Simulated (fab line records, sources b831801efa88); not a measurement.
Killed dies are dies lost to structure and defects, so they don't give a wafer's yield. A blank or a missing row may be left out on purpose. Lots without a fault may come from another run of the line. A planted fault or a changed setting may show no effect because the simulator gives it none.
A struck lot beside a sound one | flow sky130 | 35 steps out of a route of 708
Sound: wafers L618.1, L618.3, L618.6. Struck: wafers L603.1, L603.3, L603.5. The cause comes at the end.
At each step with rows: each side's tool, then ch and its chambers, then its first start. Under that, the readings that differ: sound wafers | struck wafers | difference of the means | sigmas: that difference in standard deviations of wafers without a fault.
alike: readings whose means differ by less than 2 such deviations, and words and numbers that are the same on both sides. not compared: withheld readings, readings that some wafer has no value for, bounds like >300 that may hide the same value, and numbers for which the record gives no deviation and whose values overlap.
The two part at a step that has a row with sigmas, a row that says differs or no value, or rows on one side only. Numbers that don't overlap but have no deviation are shown without sigmas and don't part them. A reading that every wafer of one side lacks parts them only if that side has two wafers or more.

first, 10 steps without rows for these wafers: SKY_POLY_CUT_ETCH_10 (etches BARC in N2/H2, stops on SiO2, time 45.9 s, target depth 60 nm); SKY_POLY_CUT_ETCH_11 (etches Si3N4 in CF4/CH2F2/Ar, stops on poly-Si, time 42.5 s, target depth 60 nm); SKY_POLY_CUT_STRIP_12 (strips in O2/N2); SKY_SD_P_DEHYDRATE_00 (time 60 s); SKY_SD_P_HMDS_01 (prime time 60 s); SKY_SD_P_COAT_02 (resist thk 1140 nm); SKY_SD_P_SOFTBAKE_03 (time 60 s); SKY_SD_P_EXPOSE_04 (exposes mask PSDM, target cd 380 nm); SKY_SD_P_PEB_05; SKY_SD_P_DEVELOP_06 (develop time 60 s).
SKY_SD_P_IMPLANT_09:
  sound on implanter-02 ch 0, day 32 16:56; struck on implanter-02 ch 0, day 28 03:41
  reading            | sound             | struck            | difference | sigmas
  faraday_current_uA | 10435 10045 10135 | 13432 13570 13653 | +3347      | +5
SKY_SD_P_STRIP_10: strips in O2/N2.
  sound on plasma_asher-04 ch 0,1, day 32 17:05; struck on plasma_asher-02 ch 0, day 28 03:50
  reading                      | sound             | struck            | difference | sigmas
  drypump_motor_current_A (A)  | 5.20 5.21 5.20    | 5.72 5.72 5.71    | +0.51      | +3
  strip_time_to_endpoint_s (s) | 17.50 17.51 17.53 | 17.02 17.01 16.99 | -0.51      | -13
  alike: n2_flow_sccm, oes_product_au
  not compared: rf_hours_counter_h
SKY_SD_P_TW_MEAS_11:
  sound on film_metro-02, day 32 17:11; struck on film_metro-03, day 28 04:10
  reading | sound          | struck         | difference | sigmas
  SD_P_TW | 2816 2807 2815 | 2679 2677 2677 | -135       | -8
  not compared: hold
then, 20 steps without rows for these wafers: SKY_RES_XHIGH_HMDS_01 (prime time 60 s); SKY_RES_XHIGH_COAT_02 (resist thk 1140 nm); SKY_RES_XHIGH_SOFTBAKE_03 (time 60 s); SKY_RES_XHIGH_EXPOSE_04 (exposes mask URPM, target cd 1270 nm); SKY_RES_XHIGH_PEB_05; SKY_RES_XHIGH_DEVELOP_06 (develop time 60 s); SKY_RES_XHIGH_IMPLANT_07; SKY_RES_XHIGH_STRIP_08 (strips in O2/N2); SKY_SD_N_DEHYDRATE_00 (time 60 s); SKY_SD_N_HMDS_01 (prime time 60 s); SKY_SD_N_COAT_02 (resist thk 1140 nm); SKY_SD_N_SOFTBAKE_03 (time 60 s); SKY_SD_N_EXPOSE_04 (exposes mask NSDM, target cd 380 nm); SKY_SD_N_PEB_05; SKY_SD_N_DEVELOP_06 (develop time 60 s); SKY_SD_N_IMPLANT_09; SKY_SD_N_IMPLANT_10; SKY_SD_N_STRIP_11 (strips in O2/N2); SKY_SD_N_CLEAN_13 (cleans in SC1/SC2, time 150 s); SKY_SD_N_RTA_14 (time 2 s).
-- the record jumps here: 2 days lie between the struck wafers' starts before and after --
SKY_SD_N_RS_MEAS_17: measures by four-point-probe.
  sound on film_metro-03, day 35 00:11; struck on film_metro-02, day 30 13:27
  reading          | sound             | struck            | difference | sigmas
  SD_P_RS (ohm/sq) | 146.6 146.9 146.9 | 150.8 150.7 150.7 | +3.9       | +11
  not compared: hold
-- the record jumps here: 17 days lie between the struck wafers' starts before and after (it left off in module SD_N and takes up again in module PAD_OPEN, whose first step shown is number 708 of the route) --
SKY_PAD_OPEN_PROBE_99:
  sound on prober-01, day 50 17:11; struck on prober-01, day 47 19:15
  reading                             | sound             | struck            | difference | sigmas
  model.etest.res_high_po.line_ohm_um | 751.2 741.1 746.6 | 886.7 886.2 929.6 | +154.5     |
  model.etest.licon_high_po.rc_ohm    | 361.3 360.1 362.8 | 486.1 479.6 496.4 | +126.0     |
  model.etest.res_pdiff.line_ohm_um   | 1340 1394 1365    | 1441 1438 1447    | +76        |
  model.etest.res_high_po.rs_ohm_sq   | 263.8 259.9 266.1 | 310.7 310.9 326   | +52.6      |
  model.etest.licon_pdiff.rc_ohm      | 588.1 585 590.6   | 621.9 607.1 614.4 | +26.6      |
  model.etest.res_pdiff_hv.rs_ohm_sq  | 193.4 192.8 194   | 200.9 205.3 203.6 | +9.9       |
  model.etest.res_pdiff.rs_ohm_sq     | 198.1 199.2 198.1 | 208 209.6 209.6   | +11        |
  alike: killed_at_M0_to_M3, killed_at_M4_up, killed_at_contacts, killed_at_front_end, killed_at_other, killed_dies, killed_open, killed_short

WHERE THEY PART
First at SKY_SD_P_IMPLANT_09; last, within this record, at SKY_SD_N_RS_MEAS_17. Later steps at which nothing parts them and some readings are alike: SKY_PAD_OPEN_PROBE_99.

WHY: what the simulator had put in
Process parameter drift: implanter-02, from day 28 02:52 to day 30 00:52, at SKY_SD_P_IMPLANT_09. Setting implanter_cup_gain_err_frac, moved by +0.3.
